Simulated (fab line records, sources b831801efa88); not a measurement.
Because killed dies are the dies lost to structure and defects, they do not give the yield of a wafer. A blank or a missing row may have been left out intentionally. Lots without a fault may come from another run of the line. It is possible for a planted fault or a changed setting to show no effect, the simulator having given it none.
Split-lot study	flow sfq line	on a route of 325 steps: 5 lots, 23 wafers read

ON THE SPLIT
At SFQ_TRILAYER_M2_ETCH_METAL_ETCH_060 (etches Nb in Cl2/Ar, stops on SiO2, target depth 240 nm, time 120 s), the setting time s was moved away from the recipe's 120 s on 8 of the 23 wafers read, by +4.8% to +10.9%. The other wafers ran this setting at the recipe's value.

The reading comes from the split's own step.

THE READING
KrF_of_TRILAYER_M2_LITHO_COAT_057.thk nm (the simulator's own value, which no gauge read), in nm, at SFQ_TRILAYER_M2_ETCH_METAL_ETCH_060 (etches Nb in Cl2/Ar, stops on SiO2, target depth 240 nm, time 120 s). There is no usual value for it anywhere in the file. Across the 15 wafers here that went through the recipe, the average is 382.8 nm and the standard deviation 2.4 nm.

wafer	tool, chamber at the split	time s as run, s	against the recipe	KrF_of_TRILAYER_M2_LITHO_COAT_057.thk nm, nm	against lot-mates on the recipe
L078.2	rie metal-02, 0	131.3	+9.4%	368.2	-12.1
L078.3	rie metal-02, 1	120	recipe	379.7	-
L078.4	rie metal-02, 0	131.3	+9.4%	368.3	-12.0
L078.5	rie metal-02, 1	120	recipe	380.9	-
L078.6	rie metal-02, 0	131.3	+9.4%	367.5	-12.8
L079.1	rie metal-03, 0	120	recipe	378.7	-
L079.2	rie metal-03, 1	120	recipe	382.5	-
L079.3	rie metal-03, 0	120	recipe	379.9	-
L081.1	rie metal-03, 0	133.1	+10.9%	367.9	-16.5
L081.2	rie metal-03, 0	120	recipe	384.8	-
L081.4	rie metal-03, 0	120	recipe	383.5	-
L081.5	rie metal-03, 0	120	recipe	384.8	-
L081.6	rie metal-03, 0	133.1	+10.9%	366.1	-18.3
L083.1	rie metal-01, 0	120	recipe	384.7	-
L083.3	rie metal-01, 0	120	recipe	383.4	-
L083.4	rie metal-01, 1	120	recipe	385.5	-
L083.5	rie metal-01, 1	120	recipe	386.4	-
L083.6	rie metal-01, 0	120	recipe	385.5	-
L084.1	rie metal-02, 0	125.7	+4.8%	376.5	-4.7
L084.2	rie metal-02, 1	120	recipe	380.7	-
L084.3	rie metal-02, 1	125.7	+4.8%	377.2	-4.0
L084.5	rie metal-02, 0	125.7	+4.8%	375.7	-5.5
L084.6	rie metal-02, 1	120	recipe	381.7	-

THE FIT
A straight line over all 23 wafers: KrF_of_TRILAYER_M2_LITHO_COAT_057.thk nm changes by -1.5 nm for each +1% of time s; r = -0.95; the points scatter about the line by 2.1 nm.
The same after taking each lot's own level away (the mean of its wafers on the recipe; 23 wafers): -1.41 nm for each +1%; r = -0.98; scatter 1.4 nm.
Per that fit: largest time s move, reading shift of 15 nm.
The lots' own levels span 380.30 to 385.10 nm, that is 2.0 times the standard deviation above.
So the lot-to-lot level changes the slope little: the two slopes agree.
Check: with one of the wafers moved furthest among these (+10.9%) left out of the fit, the line predicts -14.9 nm for it against its lot-mates. Against them it came out at -16.5 nm.

OTHER SPLITS APPLIED TO THESE WAFERS
These wafers also went through other splits before the reading. Each is held against what the fit with the lots' levels taken away leaves over:
other split on the same wafers	wafers away from the commonest value	r with KrF_of_TRILAYER_M2_LITHO_COAT_057.thk nm (lot level and that fit taken away)
SFQ_TRILAYER_I1_VIA_ETCH_VIA_ETCH_052 bias w	9	+0.11
SFQ_TRILAYER_M2_LITHO_EXPOSE_058 dose mj	7	+0.27

THE FILE'S OWN FIT
KrF_of_TRILAYER_M2_LITHO_COAT_057.thk nm changes by -1.43 nm for each +1% of time s, r = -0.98.
